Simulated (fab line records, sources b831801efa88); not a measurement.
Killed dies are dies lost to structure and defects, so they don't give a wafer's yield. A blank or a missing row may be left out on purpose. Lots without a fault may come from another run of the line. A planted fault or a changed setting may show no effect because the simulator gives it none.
A struck lot beside a sound one | flow sky130 | 14 steps out of a route of 708
Sound: wafers L518.2, L518.3, L518.4. Struck: wafer L517.4. (L517.6 of the same lot was not struck and is left out.) The cause comes at the end.
At each step with rows: each side's tool, then ch and its chambers, then its first start. Under that, the readings that differ: sound wafers | struck wafers | difference of the means | sigmas: that difference in standard deviations of wafers without a fault.
alike: readings whose means differ by less than 2 such deviations, and words and numbers that are the same on both sides. not compared: withheld readings, readings that some wafer has no value for, bounds like >300 that may hide the same value, and numbers for which the record gives no deviation and whose values overlap.
The two part at a step that has a row with sigmas, a row that says differs or no value, or rows on one side only. Numbers that don't overlap but have no deviation are shown without sigmas and don't part them. A reading that every wafer of one side lacks parts them only if that side has two wafers or more.

first, 1 step without rows for these wafers: SKY_SD_N_IMPLANT_10.
SKY_SD_N_STRIP_11: strips in O2/N2.
  sound on plasma_asher-03 ch 0,1, day 33 11:50; struck on plasma_asher-03 ch 0, day 33 07:41
  reading               | sound             | struck | difference | sigmas
  oes_product_au (a.u.) | 0.522 0.524 0.519 | 0.534  | +0.012     | +3
  alike: drypump_motor_current_A, strip_time_to_endpoint_s
  not compared: rf_hours_counter_h
SKY_SD_N_TW_MEAS_12:
  sound on film_metro-01, day 33 11:56; struck on film_metro-03, day 33 07:47
  reading | sound          | struck | difference | sigmas
  SD_N_TW | 3887 3910 3907 | 4005   | +104       | +3
then, 1 step without rows for these wafers: SKY_SD_N_CLEAN_13 (cleans in SC1/SC2, time 150 s).
SKY_SD_N_RTA_14: time 2 s.
  sound on rtp_anneal-01 ch 0, day 33 12:03; struck on rtp_anneal-02 ch 0, day 33 07:53
  alike: lamp_power_pct, wafer_temp_C_max
SKY_SD_N_RS_MEAS_16: measures by four-point-probe.
  sound on film_metro-01, day 33 12:14; struck on film_metro-04, day 33 08:05
  reading          | sound             | struck | difference | sigmas
  SD_N_RS (ohm/sq) | 68.40 68.48 68.64 | 68.77  | +0.26      | +2
SKY_SD_N_RS_MEAS_17: measures by four-point-probe.
  sound on film_metro-01, day 33 12:21; struck on film_metro-04, day 33 08:13
  alike: SD_P_RS
SKY_SD_N_RS_MEAS_18: measures by four-point-probe.
  sound on film_metro-01, day 33 12:28; struck on film_metro-04, day 33 08:20
  alike: RES_XHIGH_RS
then, 2 steps without rows for these wafers: SKY_SALICIDE_CLEAN_00 (cleans in HF-last, time 30 s); SKY_LI_CONTACT_HDPCVD_00 (deposits PSG, target thk 930 nm, time 155 s).
SKY_LI_CONTACT_THK_MEAS_01:
  sound on film_metro-03, day 33 12:42; struck on film_metro-03, day 33 08:32
  alike: LI_CONTACT_HDPCVD_THK
SKY_LI_CONTACT_CMP_02: polishes PSG.
  sound on cmp-02 ch 1,2,3, day 33 12:45; struck on cmp-01 ch 0, day 33 08:37
  reading                | sound          | struck | difference | sigmas
  time_to_endpoint_s (s) | 33.3 37.2 31.6 | 13.8   | -20.2      | -7
  alike: motor_current_A
SKY_LI_CONTACT_BOW_MEAS_03:
  sound on film_metro-04, day 33 13:04; struck on film_metro-04, day 33 08:56
  alike: LI_CONTACT_BOW
-- the record jumps here: 16 days lie between the struck wafers' starts before and after (it left off in module LI_CONTACT and takes up again in module PAD_OPEN, whose first step shown is number 708 of the route) --
SKY_PAD_OPEN_PROBE_99:
  sound on prober-01, day 49 16:22; struck on prober-02, day 49 13:15
  alike: killed_at_M0_to_M3, killed_at_M4_up, killed_at_contacts, killed_at_front_end, killed_at_other, killed_dies, killed_open, killed_short

WHERE THEY PART
First at SKY_SD_N_STRIP_11; last, within this record, at SKY_LI_CONTACT_CMP_02. Later steps at which nothing parts them and some readings are alike: SKY_LI_CONTACT_BOW_MEAS_03, SKY_PAD_OPEN_PROBE_99.

WHY: what the simulator had put in
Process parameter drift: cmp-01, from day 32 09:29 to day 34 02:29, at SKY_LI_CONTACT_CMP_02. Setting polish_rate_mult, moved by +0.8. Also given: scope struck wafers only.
